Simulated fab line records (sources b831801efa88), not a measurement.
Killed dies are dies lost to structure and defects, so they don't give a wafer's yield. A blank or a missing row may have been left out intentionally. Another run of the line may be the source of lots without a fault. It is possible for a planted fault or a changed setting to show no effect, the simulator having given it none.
Which tool was responsible? | flow gf180mcu | 11 lots with 33 wafers sampled at 6 steps, on a route of 602 steps

WHAT THE GAUGES SHOWED, per wafer
GF_VT_IMPLANT_RS_MEAS_49: measurement is done with a four-point probe.
lot  | measured     | on            | MVPSD_RS (ohm/sq)
L625 | day 7 13:39  | film metro-02 | 1172.2 1170.9 1172.0
L628 | day 8 11:01  | film metro-02 | 1168.3 1169.5 1170.1
L630 | day 8 23:55  | film metro-02 | 1166.3 1170.4 1165.2
L632 | day 9 14:55  | film metro-04 | 1169.1 1168.6 1166.7
L633 | day 9 19:32  | film metro-02 | 1167.4 1170.6 1166.3
L637 | day 10 22:20 | film metro-04 | 1164.7 1168.4 1165.5
L639 | day 11 13:00 | film metro-02 | 1166.5 1166.8 1164.4
L640 | day 11 20:05 | film metro-02 | 1170.1 1170.1 1170.0
L643 | day 12 16:31 | film metro-01 | 1168.1 1166.4 1169.2
L647 | day 13 19:54 | film metro-01 | 1170.9 1170.3 1168.7
L648 | day 14 03:38 | film metro-02 | 1168.8 1175.9 1173.9

GF_PSD_RS_MEAS_14: measurement is done with a four-point probe.
lot  | measured     | on            | NSD_RS (ohm/sq)
L625 | day 14 04:40 | film metro-02 | 46.33 46.33 46.24
L628 | day 15 08:19 | film metro-04 | 46.10 46.17 46.06
L630 | day 16 01:51 | film metro-03 | 46.14 46.11 46.21
L632 | day 16 18:01 | film metro-03 | 46.21 46.27 46.16
L633 | day 17 02:10 | film metro-02 | 46.14 45.99 46.19
L637 | day 18 14:16 | film metro-04 | 49.79 49.79 49.84
L639 | day 19 10:29 | film metro-03 | 49.85 49.70 49.81
L640 | day 19 22:07 | film metro-03 | 46.26 46.24 46.22
L643 | day 20 22:00 | film metro-04 | 46.10 46.03 46.13
L647 | day 22 04:26 | film metro-04 | 46.07 46.03 46.08
L648 | day 22 11:08 | film metro-03 | 46.20 46.12 46.21

GF_SAB_CD_MEAS_09: target cd 420 nm.
lot  | measured     | on        | cd nm (nm)
L625 | day 15 01:47 | cd sem-01 | 416.6 415.5 416.3
L628 | day 16 06:03 | cd sem-02 | 420.4 417.5 417.4
L630 | day 17 00:05 | cd sem-01 | 420.8 423.7 422.1
L632 | day 17 17:58 | cd sem-02 | 417.9 420.1 420.8
L633 | day 18 02:01 | cd sem-02 | 420.9 424.9 423.3
L637 | day 19 15:19 | cd sem-02 | 420.8 420.0 420.1
L639 | day 20 11:10 | cd sem-02 | 420.9 422.3 421.6
L640 | day 20 22:36 | cd sem-02 | 421.0 419.9 421.6
L643 | day 21 21:01 | cd sem-01 | 418.4 416.2 418.8
L647 | day 23 03:20 | cd sem-02 | 419.0 420.2 417.1
L648 | day 23 10:01 | cd sem-02 | 420.8 419.4 419.8

EACH LOT AND THE TOOL THAT RAN IT (in order: tool; ch and the chambers of the sampled wafers; start)
lot  | GF_HV_LDD_STRIP_10                   | GF_NSD_IMPLANT_09               | GF_NSD_STRIP_11
L625 | plasma asher-03 ch 0,1, day 10 00:17 | implanter-03 ch 0, day 13 07:20 | plasma asher-04 ch 0,1, day 13 07:37
L628 | plasma asher-03 ch 0,1, day 11 00:58 | implanter-01 ch 0, day 14 10:21 | plasma asher-01 ch 0,1, day 14 10:38
L630 | plasma asher-04 ch 0,1, day 11 16:00 | implanter-02 ch 0, day 15 03:28 | plasma asher-04 ch 0,1, day 15 03:46
L632 | plasma asher-04 ch 0,1, day 12 06:25 | implanter-01 ch 0, day 15 19:30 | plasma asher-02 ch 0,1, day 15 19:47
L633 | plasma asher-04 ch 0,1, day 12 13:26 | implanter-02 ch 0, day 16 02:48 | plasma asher-02 ch 0,1, day 16 03:05
L637 | plasma asher-03 ch 0,1, day 13 18:08 | implanter-01 ch 0, day 17 13:41 | plasma asher-02 ch 0,1, day 17 13:58
L639 | plasma asher-01 ch 0,1, day 14 11:39 | implanter-01 ch 0, day 18 08:43 | plasma asher-02 ch 0,1, day 18 09:00
L640 | plasma asher-03 ch 0,1, day 14 21:33 | implanter-03 ch 0, day 18 20:54 | plasma asher-01 ch 0,1, day 18 21:10
L643 | plasma asher-04 ch 0,1, day 15 19:16 | implanter-03 ch 0, day 19 21:17 | plasma asher-01 ch 0,1, day 19 21:34
L647 | plasma asher-04 ch 0,1, day 16 22:38 | implanter-02 ch 0, day 21 04:08 | plasma asher-02 ch 0,1, day 21 04:26
L648 | plasma asher-03 ch 0,1, day 17 04:55 | implanter-03 ch 0, day 21 10:02 | plasma asher-04 ch 0,1, day 21 10:19
- GF_HV_LDD_STRIP_10: strips in O2/N2.
- GF_NSD_IMPLANT_09
- GF_NSD_STRIP_11: strips in O2/N2.

AS READ BY THE TOOLS THEMSELVES (means over the sampled wafers that have a number; for cases with no such wafer, the mark the record gives instead)
GF_HV_LDD_STRIP_10.
lot  | tool            | drypump motor current A (A) | heater power w (W) | n2 flow sccm (sccm) | oes product au (a.u.) | strip time to endpoint s (s)
L625 | plasma asher-03 | 5.7                         | 317                | 300.1               | 0.712                 | 12.64
L628 | plasma asher-03 | 5.5                         | 318                | 300.2               | 0.719                 | 12.65
L630 | plasma asher-04 | 5.5                         | 347                | 299.8               | 0.714                 | 12.65
L632 | plasma asher-04 | 5.5                         | 343                | 300.5               | 0.715                 | 12.66
L633 | plasma asher-04 | 5.5                         | 347                | 300.0               | 0.714                 | 12.56
L637 | plasma asher-03 | 5.7                         | 312                | 300.5               | 0.717                 | 12.69
L639 | plasma asher-01 | 5.5                         | 322                | 300.5               | 0.719                 | 12.58
L640 | plasma asher-03 | 5.5                         | 315                | 299.8               | 0.716                 | 12.60
L643 | plasma asher-04 | 5.5                         | 346                | 299.7               | 0.714                 | 12.57
L647 | plasma asher-04 | 5.5                         | 345                | 299.6               | 0.714                 | 12.64
L648 | plasma asher-03 | 5.5                         | 321                | 301.1               | 0.713                 | 12.60

GF_NSD_IMPLANT_09.
lot  | tool         | beam on s (s) | dose ions cm2
L625 | implanter-03 | 17.2          | 4e+15
L628 | implanter-01 | 21.6          | 4e+15
L630 | implanter-02 | 19.7          | 4e+15
L632 | implanter-01 | 21.3          | 4e+15
L633 | implanter-02 | 19.6          | 4e+15
L637 | implanter-01 | 13.8          | 3e+15
L639 | implanter-01 | 13.6          | 3e+15
L640 | implanter-03 | 16.7          | 4e+15
L643 | implanter-03 | 16.8          | 4e+15
L647 | implanter-02 | 20.2          | 4e+15
L648 | implanter-03 | 17.2          | 4e+15

GF_NSD_STRIP_11.
lot  | tool            | drypump motor current A (A) | heater power w (W) | n2 flow sccm (sccm) | oes product au (a.u.) | strip time to endpoint s (s)
L625 | plasma asher-04 | 5.6                         | 335                | 300.6               | 0.486                 | 22.99
L628 | plasma asher-01 | 5.3                         | 327                | 300.3               | 0.485                 | 22.98
L630 | plasma asher-04 | 5.5                         | 346                | 299.2               | 0.489                 | 23.01
L632 | plasma asher-02 | 5.9                         | 358                | 300.9               | 0.485                 | 22.99
L633 | plasma asher-02 | 5.9                         | 361                | 299.7               | 0.487                 | 22.93
L637 | plasma asher-02 | 5.9                         | 367                | 300.2               | 0.504                 | 21.23
L639 | plasma asher-02 | 5.9                         | 357                | 299.6               | 0.511                 | 21.28
L640 | plasma asher-01 | 5.5                         | 327                | 300.7               | 0.483                 | 22.98
L643 | plasma asher-01 | 5.5                         | 322                | 299.9               | 0.487                 | 22.95
L647 | plasma asher-02 | 6.3                         | 347                | 300.3               | 0.483                 | 22.96
L648 | plasma asher-04 | 5.5                         | 341                | 300.2               | 0.487                 | 22.95

THE ANSWER, worked out from the rows above alone
Rule: the lots themselves supply what counts as usual. The widest of any qualifying gaps counts: lots, ordered by their means at a reading, are off when they make up no more than a third of the lots, leave a main group of 4 or more, and stand apart from it by 3 or more times the standard deviation of that group's means. A main group is skipped when, at the precision printed for the reading in the tables above, its means are all equal. A lot without any number at a reading at which 4 lots or more have one is off too. Any other lot the step has rows for is counted as sound. After the gauges, taken in route order, come the tools' own readings; for these a lot's mean is taken, as printed above. The first step at which some lot is off is used, and at that step the reading that is off furthest; a lot without a number counts as furthest.
Off: L637, L639, at GF_PSD_RS_MEAS_14 (NSD_RS). Mean 46.16 ohm/sq and standard deviation 0.074 in the main group.
A tool fits if, at a process step before that reading, it ran every lot that is off, and no sound lot after the first of them. Not tried: the gauges at GF_PSD_RS_MEAS_14; whatever is off there is also off at GF_NSD_STRIP_11, on other tools, and gauge error can't account for it. One fits: implanter-01 at GF_NSD_IMPLANT_09. Its last sound lot is L632 (day 15 19:30), its first lot that is off L637 (day 17 13:41): a fault that began between those two fits.
The tool's own readings at GF_NSD_IMPLANT_09 bear it out: on the lots that are off they differ by more than 5 times the standard deviation of the sound lots' means. dose ions cm2 reads 3e+15 there against 4e+15 on the sound lots.

WHAT HAD BEEN PUT IN BY THE SIMULATOR
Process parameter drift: implanter-01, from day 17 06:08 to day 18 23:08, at GF_NSD_IMPLANT_09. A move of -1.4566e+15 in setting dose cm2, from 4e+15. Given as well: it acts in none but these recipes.
Struck lots among those shown: L637, L639. The same result came from the rule above.
